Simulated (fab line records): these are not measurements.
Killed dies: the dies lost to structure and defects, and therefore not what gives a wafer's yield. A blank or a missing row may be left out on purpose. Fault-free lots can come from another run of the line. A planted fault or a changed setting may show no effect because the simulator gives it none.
Matching of chambers || flow sky130 || rie diel-04 running SKY_METAL3_ETCH_17: 4 sister chambers
The step etches SiO2 in C4F8/O2/Ar, stops on TiN, time 3.9 s, target depth 15 nm. 33 wafers are shown with their chamber, then 12 later ones without.

WAFERS, EACH WITH ITS CHAMBER
{"wafer": "L074.1", "chamber": 1, "oes product au (a.u.)": 0.756}
{"wafer": "L074.2", "chamber": 0, "oes product au (a.u.)": 0.760}
{"wafer": "L074.3", "chamber": 3, "oes product au (a.u.)": 0.745}
{"wafer": "L075.1", "chamber": 2, "oes product au (a.u.)": 0.753}
{"wafer": "L075.3", "chamber": 1, "oes product au (a.u.)": 0.756}
{"wafer": "L075.6", "chamber": 1, "oes product au (a.u.)": 0.762}
{"wafer": "L077.1", "chamber": 0, "oes product au (a.u.)": 0.739}
{"wafer": "L077.3", "chamber": 3, "oes product au (a.u.)": 0.744}
{"wafer": "L077.4", "chamber": 1, "oes product au (a.u.)": 0.751}
{"wafer": "L079.1", "chamber": 2, "oes product au (a.u.)": 0.758}
{"wafer": "L079.4", "chamber": 0, "oes product au (a.u.)": 0.747}
{"wafer": "L079.5", "chamber": 2, "oes product au (a.u.)": 0.760}
{"wafer": "L081.2", "chamber": 3, "oes product au (a.u.)": 0.754}
{"wafer": "L081.4", "chamber": 2, "oes product au (a.u.)": 0.760}
{"wafer": "L081.6", "chamber": 1, "oes product au (a.u.)": 0.750}
{"wafer": "L083.2", "chamber": 3, "oes product au (a.u.)": 0.750}
{"wafer": "L083.4", "chamber": 2, "oes product au (a.u.)": 0.754}
{"wafer": "L083.5", "chamber": 0, "oes product au (a.u.)": 0.743}
{"wafer": "L090.1", "chamber": 0, "oes product au (a.u.)": 0.751}
{"wafer": "L090.2", "chamber": 2, "oes product au (a.u.)": 0.749}
{"wafer": "L090.3", "chamber": 3, "oes product au (a.u.)": 0.750}
{"wafer": "L090.4", "chamber": 1, "oes product au (a.u.)": 0.758}
{"wafer": "L090.5", "chamber": 3, "oes product au (a.u.)": 0.762}
{"wafer": "L090.6", "chamber": 0, "oes product au (a.u.)": 0.758}
{"wafer": "L094.2", "chamber": 0, "oes product au (a.u.)": 0.758}
{"wafer": "L094.3", "chamber": 2, "oes product au (a.u.)": 0.758}
{"wafer": "L094.4", "chamber": 0, "oes product au (a.u.)": 0.760}
{"wafer": "L092.1", "chamber": 2, "oes product au (a.u.)": 0.752}
{"wafer": "L092.2", "chamber": 0, "oes product au (a.u.)": 0.763}
{"wafer": "L092.3", "chamber": 1, "oes product au (a.u.)": 0.748}
{"wafer": "L092.4", "chamber": 3, "oes product au (a.u.)": 0.763}
{"wafer": "L092.5", "chamber": 2, "oes product au (a.u.)": 0.759}
{"wafer": "L092.6", "chamber": 1, "oes product au (a.u.)": 0.762}

SIGNATURES, as means of the wafers listed above
{"reading": "oes product au", "chamber 0": 0.75322, "chamber 1": 0.75538, "chamber 2": 0.75589, "chamber 3": 0.75257, "scatter within a chamber": 0.00657}
Rule: for a wafer and a chamber, the distance is found by dividing, reading by reading, the gap between the wafer's reading and the chamber's mean by the reading's scatter, squaring, summing and taking the root. The wafer belongs to the nearest chamber; if the next one is less than 2 further off, it can't be placed. The scatter: the root of (the sum of the squares of (reading less its chamber's mean) over the shown wafers, divided by (wafers less chambers)).

WAFERS WITH NO CHAMBER GIVEN
{"wafer": "L093.2", "oes product au (a.u.)": 0.751}
{"wafer": "L093.4", "oes product au (a.u.)": 0.754}
{"wafer": "L093.6", "oes product au (a.u.)": 0.749}
{"wafer": "L095.2", "oes product au (a.u.)": 0.753}
{"wafer": "L095.3", "oes product au (a.u.)": 0.747}
{"wafer": "L095.4", "oes product au (a.u.)": 0.753}
{"wafer": "L096.2", "oes product au (a.u.)": 0.759}
{"wafer": "L096.4", "oes product au (a.u.)": 0.746}
{"wafer": "L096.6", "oes product au (a.u.)": 0.768}
{"wafer": "L097.2", "oes product au (a.u.)": 0.753}
{"wafer": "L097.3", "oes product au (a.u.)": 0.756}
{"wafer": "L097.5", "oes product au (a.u.)": 0.759}

WHICH CHAMBER EACH ONE RAN IN
{"wafer": "L093.2", "from the rows above": "can't be placed: 3 or 0 or 1 or 2", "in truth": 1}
{"wafer": "L093.4", "from the rows above": "can't be placed: 0 or 1 or 3 or 2", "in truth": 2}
{"wafer": "L093.6", "from the rows above": "can't be placed: 3 or 0 or 1 or 2", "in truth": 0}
{"wafer": "L095.2", "from the rows above": "can't be placed: 0 or 3 or 1 or 2", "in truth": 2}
{"wafer": "L095.3", "from the rows above": "can't be placed: 3 or 0 or 1 or 2", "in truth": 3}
{"wafer": "L095.4", "from the rows above": "can't be placed: 0 or 3 or 1 or 2", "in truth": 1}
{"wafer": "L096.2", "from the rows above": "can't be placed: 2 or 1 or 0 or 3", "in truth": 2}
{"wafer": "L096.4", "from the rows above": "can't be placed: 3 or 0 or 1 or 2", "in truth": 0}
{"wafer": "L096.6", "from the rows above": "can't be placed: 2 or 1 or 0 or 3", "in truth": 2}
{"wafer": "L097.2", "from the rows above": "can't be placed: 0 or 3 or 1 or 2", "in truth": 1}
{"wafer": "L097.3", "from the rows above": "can't be placed: 2 or 1 or 0 or 3", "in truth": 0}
{"wafer": "L097.5", "from the rows above": "can't be placed: 2 or 1 or 0 or 3", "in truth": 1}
Correct placement for 0 of the 12. Not placeable from these rows: 12 (in 12, the candidates include the true chamber). Placed wrongly: 0.
